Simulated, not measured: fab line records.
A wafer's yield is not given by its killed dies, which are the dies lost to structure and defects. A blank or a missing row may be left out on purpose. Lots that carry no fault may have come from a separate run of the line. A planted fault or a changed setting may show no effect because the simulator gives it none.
Problem report, 8D (eight disciplines) form, completed by code | flow sky130 | the parts of the form that need people (team, actions taken, sign-off) are left out

== 1. WHAT WENT WRONG ==
run-length-s at SKY_POLY_GATE_ETCH_15 reads a mean of 150.4 s on 3 wafers of 3 lots; wafers without a fault read 146.9 s with a standard deviation of 0.41. Measured from the usual mean, that is +8.6 standard deviations.
The step: etches BARC in N2/H2, stops on SiO2, time 118.5 s, target depth 110 nm.
The first sign was on wafer L114.1 at day 20 01:50, on rie-diel-03. At this step, 40 wafers from 14 lots have a number in the record. The rule behind "out" and "out of limits": a value lying over 4 standard deviations away from the usual mean. Any other wafer with a number is counted as sound.

== 2. WHAT IT IS, AND WHAT IT ISN'T ==
question                    | is                     | is not
which readings at this step | run-length-s           | drypump-motor-current-A, throttle-valve-pct
which lots                  | L114, L116, L117       | L104, L105, L106, L109, L118, L122, L123, L124, L125, L126, L127
which wafers of those lots  | L114.1, L116.6, L117.6 | L114.2, L116.2, L117.2, L117.5
read on which tools         | rie-diel-03            | rie-diel-01, rie-diel-04
when                        | from day 20 01:50      | up to then (13 sound wafers); but 24 sound wafers of L116, L117, L118, L122, L123, L124, L125, L126, L127 came after

== 3. THE SUSPECTS, EACH WITH WHAT RULES IT OUT ==
Counting: a tool at a process step up to the reading stays a suspect if it ran every lot that is out. Sound lots after the first of them don't rule it out here, since some wafers of a struck lot are sound.
- rie-diel-03 at SKY_POLY_GATE_ETCH_15 (etches BARC in N2/H2, stops on SiO2, time 118.5 s, target depth 110 nm): kept. It ran every lot that is out, first L114 (day 20 01:50); its last sound lot up to then is L106 (day 17 06:49). Out on those wafers are its own readings of run-length-s.
After counting, what remains is rie-diel-03 at SKY_POLY_GATE_ETCH_15.

== 4. THE CAUSE (what the simulator had put in) ==
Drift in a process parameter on rie-diel-03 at SKY_POLY_GATE_ETCH_15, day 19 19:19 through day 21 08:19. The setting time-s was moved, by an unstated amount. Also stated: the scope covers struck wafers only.
Counting left only this tool.

== 5. THE CHAIN OF EFFECTS, in route order ==
One row per reading whose mean, taken over the struck wafers that have a number, lies over 3 standard deviations from the usual. Only readings whose record carries a usual standard deviation are examined. hours: median over the lots of the time between each lot's start at the first step of this table that gives one and its start at this step. sigmas: the change, counted in usual standard deviations.
hours | step                  | reading      | usual   | on struck wafers | change | sigmas
0     | SKY_POLY_GATE_ETCH_15 | run-length-s | 146.9 s | 150.4            | +3.5   | +8.6
Its process steps:
- SKY_POLY_GATE_ETCH_15: etches BARC in N2/H2, stops on SiO2, time 118.5 s, target depth 110 nm.
Later steps that measure or inspect, where all struck wafers having a row at the step show a number for every such reading and not one has moved that far: SKY_POLY_GATE_CD_MEAS_22.

== 6. HOW IT WOULD HAVE BEEN CAUGHT EARLIER ==
In this record the first reading out of limits was taken at day 20 01:50, 7 hours after the fault began at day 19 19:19.
